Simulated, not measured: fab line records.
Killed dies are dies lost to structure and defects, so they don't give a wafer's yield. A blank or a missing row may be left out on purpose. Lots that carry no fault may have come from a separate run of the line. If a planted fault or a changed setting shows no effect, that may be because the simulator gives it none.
The tool behind it: which one?    flow gf180mcu    Sampling: 11 lots, 33 wafers, 6 of 602 route steps

## WHAT THE GAUGES READ, wafer by wafer
GF_HV_LDD_TW_MEAS_38. Usual: HV_LDD_3_TW typically reads 1434, with standard deviation 14.
lot   measured      on             HV_LDD_3_TW                    flag
L801  day 11 07:09  film_metro-01  1407 1407 1409                 
L803  day 11 21:44  film_metro-04  1431 1442 1431                 
L805  day 12 22:01  film_metro-01  1407 1412 1405                 
L804  day 12 22:56  film_metro-03  1448 1443 1443                 
L811  day 15 07:58  film_metro-01  1314 1314 1313 1306 1310 1312  OFF
L813  day 15 17:42  film_metro-03  1337 1331 1333 1335 1332 1326  OFF
L814  day 15 19:53  film_metro-01  1311 1305 1303 1305 1302 1309  OFF
L817  day 17 00:22  film_metro-04  1444 1443 1449                 
L821  day 18 05:52  film_metro-04  1433 1436 1435                 
L823  day 18 18:07  film_metro-01  1432 1433 1433                 
L824  day 19 01:49  film_metro-01  1424 1415 1422                 

GF_HV_LDD_RS_MEAS_53: measures by four-point-probe. Usual: HV_LDD_RS typically reads 418.3 ohm/sq, with standard deviation 0.91.
lot   measured      on             HV_LDD_RS (ohm/sq)                   flag
L801  day 12 02:06  film_metro-01  420.2 419.2 420.7                    
L803  day 12 18:02  film_metro-01  419.6 419.5 419.2                    
L805  day 13 18:21  film_metro-03  417.4 417.1 417.6                    
L804  day 13 19:33  film_metro-04  419.2 418.7 418.0                    
L811  day 16 06:01  film_metro-03  436.6 438.2 436.2 437.1 436.6 435.6  OFF
L813  day 16 16:11  film_metro-01  437.9 437.7 439.3 437.7 436.7 438.4  OFF
L814  day 16 19:06  film_metro-04  435.1 437.4 436.8 437.1 436.8 436.2  OFF
L817  day 18 00:16  film_metro-04  418.9 418.6 419.4                    
L821  day 19 06:03  film_metro-03  417.4 417.4 418.7                    
L823  day 19 18:40  film_metro-04  417.9 417.5 418.4                    
L824  day 20 02:41  film_metro-04  418.7 418.1 418.6                    

GF_V3_BOW_MEAS_05. Usual: V3_BOW typically reads 116 um, with standard deviation 8.9.
lot   measured      on             V3_BOW (um)  flag
L801  day 21 02:59  film_metro-02  105 114 110  
L803  day 21 17:54  film_metro-03  118 117 117  
L805  day 22 22:07  film_metro-04  131 122 124  
L804  day 23 04:53  film_metro-02  130 128 128  
L811  day 25 12:30  film_metro-02  108 113 116  
L813  day 25 22:44  film_metro-03  121 113 128  
L814  day 26 03:11  film_metro-03  117 110 113  
L817  day 27 04:20  film_metro-04  108 107 112  
L821  day 28 03:56  film_metro-04  111 115 112  
L823  day 28 13:06  film_metro-03  127 109 117  
L824  day 28 20:40  film_metro-03  129 118 129  

## WHICH TOOL RAN EACH LOT (tool, then ch and the chambers of the sampled wafers, then the start)
lot   GF_DUAL_GATE_STRIP_13                 GF_POLY_GATE_ETCH_13              GF_HV_LDD_IMPLANT_33
L801  plasma_asher-02 ch 0,1, day 8 03:36   rie_si-02 ch 0,3, day 8 23:43     implanter-02 ch 0, day 11 06:29
L803  plasma_asher-01 ch 0,1, day 8 16:40   rie_si-02 ch 0,1,2, day 9 12:55   implanter-04 ch 0, day 11 21:04
L805  plasma_asher-04 ch 0,1, day 9 13:16   rie_si-02 ch 0,1,3, day 10 11:22  implanter-01 ch 0, day 12 21:19
L804  plasma_asher-02 ch 0,1, day 9 14:16   rie_si-01 ch 0,1,2, day 10 11:23  implanter-02 ch 0, day 12 22:17
L811  plasma_asher-01 ch 0,1, day 11 15:16  rie_si-01 ch 0,3, day 12 15:13    implanter-02 ch 0, day 15 06:50
L813  plasma_asher-02 ch 0,1, day 11 23:56  rie_si-02 ch 2,3, day 12 23:25    implanter-02 ch 0, day 15 17:00
L814  plasma_asher-01 ch 0,1, day 12 02:27  rie_si-02 ch 0,1, day 13 01:47    implanter-02 ch 0, day 15 19:14
L817  plasma_asher-01 ch 0,1, day 13 04:23  rie_si-02 ch 0,2,3, day 14 03:52  implanter-01 ch 0, day 16 23:41
L821  plasma_asher-01 ch 0,1, day 14 00:53  rie_si-01 ch 2,3, day 15 01:31    implanter-04 ch 0, day 18 05:11
L823  plasma_asher-02 ch 0,1, day 14 16:53  rie_si-02 ch 0,1,3, day 15 17:58  implanter-02 ch 0, day 18 17:26
L824  plasma_asher-02 ch 0,1, day 15 01:05  rie_si-01 ch 1,3, day 16 02:31    implanter-04 ch 0, day 19 01:07
- GF_DUAL_GATE_STRIP_13: strips in O2/N2.
- GF_POLY_GATE_ETCH_13: etches poly-Si in HBr/Cl2, stops on SiO2, target depth 198.5 nm, time 69.6 s.
- GF_HV_LDD_IMPLANT_33

## WHAT THE TOOLS THEMSELVES READ (means of the sampled wafers that have a number; where no wafer has one, the mark that the record gives instead)
GF_DUAL_GATE_STRIP_13. Usual: drypump_motor_current_A 5.8 A, standard deviation 0.56; heater_power_w 341 W, standard deviation 36; oes_product_au 0.715 a.u., standard deviation 0.0046; platen_temp_c 250.01 C, standard deviation 0.17; strip_time_to_endpoint_s 12.65 s, standard deviation 0.033.
lot   tool             drypump_motor_current_A (A)  heater_power_w (W)  oes_product_au (a.u.)  platen_temp_c (C)  strip_time_to_endpoint_s (s)  flag
L801  plasma_asher-02  5.9                          357                 0.719                  250.15             12.62                         
L803  plasma_asher-01  5.9                          343                 0.716                  250.13             12.68                         
L805  plasma_asher-04  5.2                          305                 0.716                  249.91             12.65                         
L804  plasma_asher-02  6.3                          372                 0.712                  249.90             12.66                         
L811  plasma_asher-01  5.9                          343                 0.715                  249.86             12.65                         
L813  plasma_asher-02  5.9                          358                 0.714                  249.95             12.69                         
L814  plasma_asher-01  5.9                          345                 0.715                  250.01             12.66                         
L817  plasma_asher-01  5.8                          321                 0.712                  250.10             12.65                         
L821  plasma_asher-01  5.8                          323                 0.715                  249.93             12.65                         
L823  plasma_asher-02  5.9                          361                 0.719                  250.08             12.67                         
L824  plasma_asher-02  5.9                          362                 0.715                  249.92             12.62                         

GF_POLY_GATE_ETCH_13. Usual: bias_w 100.01 W, standard deviation 0.29; drypump_motor_current_A 5.8 A, standard deviation 0.37; he_backside_leak_sccm 2.58 sccm, standard deviation 0.26; oes_product_au 0.987 a.u., standard deviation 0.0075; throttle_valve_pct 33.683 %, standard deviation 0.0098.
lot   tool       bias_w (W)  drypump_motor_current_A (A)  he_backside_leak_sccm (sccm)  oes_product_au (a.u.)  throttle_valve_pct (%)  flag
L801  rie_si-02  99.81       5.9                          2.74                          0.988                  33.693                  
L803  rie_si-02  99.86       5.8                          2.54                          0.991                  33.685                  
L805  rie_si-02  100.26      5.9                          2.48                          0.983                  33.682                  
L804  rie_si-01  100.00      6.1                          2.65                          0.976                  33.677                  
L811  rie_si-01  99.88       6.0                          2.58                          0.986                  33.689                  
L813  rie_si-02  100.09      5.5                          2.99                          0.988                  33.688                  
L814  rie_si-02  99.92       6.2                          2.75                          0.994                  33.668                  
L817  rie_si-02  100.06      5.7                          2.47                          0.990                  33.680                  
L821  rie_si-01  100.03      6.1                          2.77                          0.987                  33.683                  
L823  rie_si-02  100.16      5.9                          2.78                          0.983                  33.693                  
L824  rie_si-01  99.88       5.9                          2.81                          0.986                  33.686                  

GF_HV_LDD_IMPLANT_33. Usual: dose_ions_cm2 7.5e+12, standard deviation 8.7e+09; faraday_current_uA 42.4, standard deviation 0.91; rotation_deg -0.002 degrees, standard deviation 0.019.
lot   tool          dose_ions_cm2  faraday_current_uA  rotation_deg (degrees)  flag
L801  implanter-02  7.5e+12        42.1                -0.011                  
L803  implanter-04  7.5e+12        42.1                0.021                   
L805  implanter-01  7.5e+12        43.0                -0.004                  
L804  implanter-02  7.5e+12        41.5                0.017                   
L811  implanter-02  7.3e+11        4.3                 -0.020                  OFF
L813  implanter-02  7.5e+11        4.2                 0.001                   OFF
L814  implanter-02  7.5e+11        4.2                 0.020                   OFF
L817  implanter-01  7.5e+12        42.7                -0.015                  
L821  implanter-04  7.5e+12        42.0                0.007                   
L823  implanter-02  7.5e+12        42.6                -0.004                  
L824  implanter-04  7.5e+12        43.0                0.017                   

## THE ANSWER, worked out from the rows above alone
Rule: a lot counts as off when the mean over its wafers that have a number is more than 3 standard deviations away from the usual mean. Also off: a lot with no number at a reading for which 4 or more lots have one. Where the step has rows for the other lots, those lots are counted as sound. Order of review: gauges by route order, followed by the tools' own readings, for which a lot's mean as printed above is used. At the first step where some lot is off, the reading lying furthest off is the one used; lots without a number count as furthest.
Off: L811, L813, L814, seen at GF_HV_LDD_TW_MEAS_38 (HV_LDD_3_TW).
If a tool, at a process step before that reading, ran all the lots that are off and no sound lot after the first of them, it fits. Not tried: the gauges at GF_HV_LDD_TW_MEAS_38; whatever is off there is also off at GF_HV_LDD_IMPLANT_33, on other tools, and gauge error can't account for it. Not one of the candidates tried fits.

## WHAT THE SIMULATOR HAD PUT IN
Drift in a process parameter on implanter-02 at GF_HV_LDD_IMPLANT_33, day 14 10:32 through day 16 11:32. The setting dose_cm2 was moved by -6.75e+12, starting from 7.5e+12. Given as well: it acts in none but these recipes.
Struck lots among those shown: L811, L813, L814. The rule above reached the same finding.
